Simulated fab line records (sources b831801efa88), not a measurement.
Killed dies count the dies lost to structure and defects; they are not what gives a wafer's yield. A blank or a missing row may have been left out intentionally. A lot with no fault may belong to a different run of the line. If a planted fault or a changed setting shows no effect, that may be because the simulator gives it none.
Struck lot and sound lot, side by side || flow sky130 || 44 out of 708 route steps
Sound: wafers L274.1, L274.2, L274.5. Struck: wafer L283.3 (L283.4, L283.5, from the same lot, were not struck and are left out); the cause is given at the end.
For every step that has rows: the tool of each side, followed by ch and its chambers, followed by its first start. Under that, the readings that differ: sound wafers || struck wafers || difference of the means || sigmas: that difference in standard deviations of wafers without a fault.
alike: words and numbers the same on both sides, and readings whose means are apart by under 2 such deviations; not compared: readings that were withheld, readings missing a value for some wafer, numbers with overlapping values and no deviation given by the record, and bounds like >300 which may hide the same value.
Wherever a step has rows on one side only, a row that says differs or no value, or a row with sigmas, the two part there. Numbers that don't overlap but have no deviation are shown without sigmas and don't part them. Lack of a reading on every wafer of one side parts them only where that side has two or more wafers.

first, 3 steps without rows for these wafers: SKY_VIA1_STRIP_17 (strips in post etch residue remover, time 1200 s); SKY_VIA1_CLEAN_18 (cleans in IPA, time 180 s); SKY_VIA1_CLEAN_19 (cleans in O3/DIW).
SKY_VIA1_SPUTTER_20: material TiN, target thk 20 nm, time 80 s.
  sound on pvd_sputter-02 at day 34 12:07; struck on pvd_sputter-02 at day 37 08:19
  alike: throttle_valve_pct
SKY_VIA1_CVD_21: deposits W, target thk 270 nm, time 80.902 s.
  sound on cvd_w-02 ch 0,1, day 34 12:11; struck on cvd_w-02 ch 0, day 37 08:25
  alike: heater_power_w
SKY_VIA1_RS_MEAS_22: the measuring method here is four-point-probe.
  sound on film_metro-01 at day 34 12:17; struck on film_metro-01 at day 37 08:31
  alike: VIA1_W_RS
SKY_VIA1_THK_MEAS_23: measures by xrf.
  sound on film_metro-01 at day 34 12:24; struck on film_metro-01 at day 37 08:37
  alike: VIA1_W_THK
then, 1 step without rows for these wafers: SKY_VIA1_CMP_24 (polishes, stops on SiO2, t overpolish 15 s, target thk 0 nm).
SKY_METAL2_SPUTTER_00: material Ti, target thk 15 nm, time 10 s.
  sound on pvd_sputter-03 at day 34 12:46; struck on pvd_sputter-03 at day 37 08:57
{"reading": "throttle_valve_pct (%)", "sound": "30.6 33.0 33.2", "struck": 28.6, "difference": -3.7, "sigmas": -2}
SKY_METAL2_SPUTTER_01: material TiN, target thk 20 nm, time 16.7 s.
  sound on pvd_sputter-03 at day 34 12:47; struck on pvd_sputter-03 at day 37 08:58
{"reading": "throttle_valve_pct (%)", "sound": "30.4 32.8 33.2", "struck": 28.5, "difference": -3.6, "sigmas": -2}
then, 2 steps without rows for these wafers: SKY_METAL2_SPUTTER_02 (material AlCu, target thk 250 nm, time 12.93 s); SKY_METAL2_SPUTTER_03 (material Ti, target thk 5 nm, time 3.3 s).
SKY_METAL2_SPUTTER_04: material TiN, target thk 70 nm, time 58.3 s.
  sound on pvd_sputter-03 at day 34 12:51; struck on pvd_sputter-03 at day 37 09:02
{"reading": "throttle_valve_pct (%)", "sound": "30.3 32.9 33.1", "struck": 28.7, "difference": -3.4, "sigmas": -2}
{"reading": "model.TiN_of_METAL2_SPUTTER_04.thk_nm (nm)", "sound": "69.26 69.34 69.63", "struck": 77.61, "difference": "+8.20", "sigmas": ""}
SKY_METAL2_RS_MEAS_05: the measuring method here is four-point-probe.
  sound on film_metro-03 at day 34 12:53; struck on film_metro-04 at day 37 09:08
  alike: METAL2_ALCU_RS
SKY_METAL2_THK_MEAS_06: measures by xrf.
  sound on film_metro-03 at day 34 13:01; struck on film_metro-04 at day 37 09:14
  alike: METAL2_ALCU_THK
then, 8 steps without rows for these wafers: SKY_METAL2_DEHYDRATE_07 (time 60 s); SKY_METAL2_HMDS_08 (prime time 60 s); SKY_METAL2_COAT_09 (resist thk 60 nm); SKY_METAL2_COAT_10 (resist thk 450 nm); SKY_METAL2_SOFTBAKE_11 (time 90 s); SKY_METAL2_EXPOSE_12 (exposes mask MM2, target cd 140 nm); SKY_METAL2_PEB_13; SKY_METAL2_DEVELOP_14 (develop time 60 s).
SKY_METAL2_CD_MEAS_15 targets a cd of 140 nm.
  sound on cd_sem-02 at day 35 15:09; struck on cd_sem-02 at day 38 09:58
  alike: cd_nm
SKY_METAL2_OVL_MEAS_16:
  sound on overlay-01 at day 35 15:16; struck on overlay-02 at day 38 10:03
  alike: METAL2_OVL
SKY_METAL2_DESCUM_17: chemistry O2, time 8 s.
  sound on rie_metal-03 ch 0,1, day 35 15:19; struck on rie_metal-04 ch 1, day 38 10:05
{"reading": "he_backside_leak_sccm (sccm)", "sound": "4.0 3.2 4.0", "struck": 2.9, "difference": -0.8, "sigmas": -3}
  alike: chamber_pressure_mTorr, drypump_motor_current_A, oes_product_au
  not compared: rf_hours_counter_h
then, 7 steps without rows for these wafers: SKY_METAL2_ETCH_18 (etches BARC in N2/H2, stops on SiO2, time 45.9 s, target depth 60 nm); SKY_METAL2_METAL_ETCH_19 (etches the open film in Cl2/BCl3, stops on SiO2, target depth 360 nm, time 78 s); SKY_METAL2_STRIP_20 (strips in O2/N2); SKY_METAL2_STRIP_21 (strips in post etch residue remover, time 1200 s); SKY_METAL2_CLEAN_22 (cleans in IPA, time 180 s); SKY_METAL2_CLEAN_23 (cleans in O3/DIW); SKY_VIA2_HDPCVD_00 (deposits SiO2, target thk 1180 nm, time 192.2 s).
SKY_VIA2_THK_MEAS_01:
  sound on film_metro-02 at day 35 16:13; struck on film_metro-01 at day 38 11:01
  alike: VIA2_HDPCVD_THK
then, 1 step without rows for these wafers: SKY_VIA2_CMP_02 (polishes SiO2).
SKY_VIA2_BOW_MEAS_03:
  sound on film_metro-01 at day 35 16:34; struck on film_metro-01 at day 38 11:23
{"reading": "VIA2_BOW (um)", "sound": "84 78 96", "struck": 106, "difference": "+20", "sigmas": "+3"}
then, 6 steps without rows for these wafers: SKY_VIA2_DEHYDRATE_04 (time 60 s); SKY_VIA2_HMDS_05 (prime time 60 s); SKY_VIA2_COAT_06 (resist thk 60 nm); SKY_VIA2_COAT_07 (resist thk 450 nm); SKY_VIA2_SOFTBAKE_08 (time 90 s); SKY_VIA2_EXPOSE_09 (exposes mask VIM2, target cd 200 nm).
SKY_VIA2_ETCH_15: etches SiO2 in C4F8/O2/Ar, stops on TiN, target depth 546 nm, time 84 s.
  sound on rie_diel-04 ch 0,1,2, day 36 18:40; struck on rie_diel-04 ch 0, day 39 12:14
{"reading": "model.TiN_of_METAL2_SPUTTER_04.thk_nm (nm)", "sound": "68.84 68.92 69.21", "struck": 77.18, "difference": "+8.19", "sigmas": ""}
  alike: chamber_pressure_mTorr, oes_product_au
  not compared: rf_hours_counter_h
-- the record jumps here: 9 days lie between the struck wafers' starts before and after (it left off in module VIA2 and takes up again in module PAD_OPEN, whose first step shown is number 708 of the route) --
SKY_PAD_OPEN_PROBE_99:
  sound on prober-01 at day 46 07:00; struck on prober-01 at day 48 04:15
{"reading": "killed_at_other", "sound": "1 3 1", "struck": 0, "difference": -2, "sigmas": -3}
  alike: defect_limited_yield, killed_at_M0_to_M3, killed_at_M4_up, killed_at_contacts, killed_at_front_end, killed_dies, killed_open, killed_short, sort_bin_3_pad_short, sort_bin_5_function, sort_bin_6_memory, sort_n_pass, sort_yield_pct

== WHERE THEY PART ==
Earliest at SKY_METAL2_SPUTTER_00; latest, in this record, at SKY_PAD_OPEN_PROBE_99.

WHY: the cause the simulator had injected
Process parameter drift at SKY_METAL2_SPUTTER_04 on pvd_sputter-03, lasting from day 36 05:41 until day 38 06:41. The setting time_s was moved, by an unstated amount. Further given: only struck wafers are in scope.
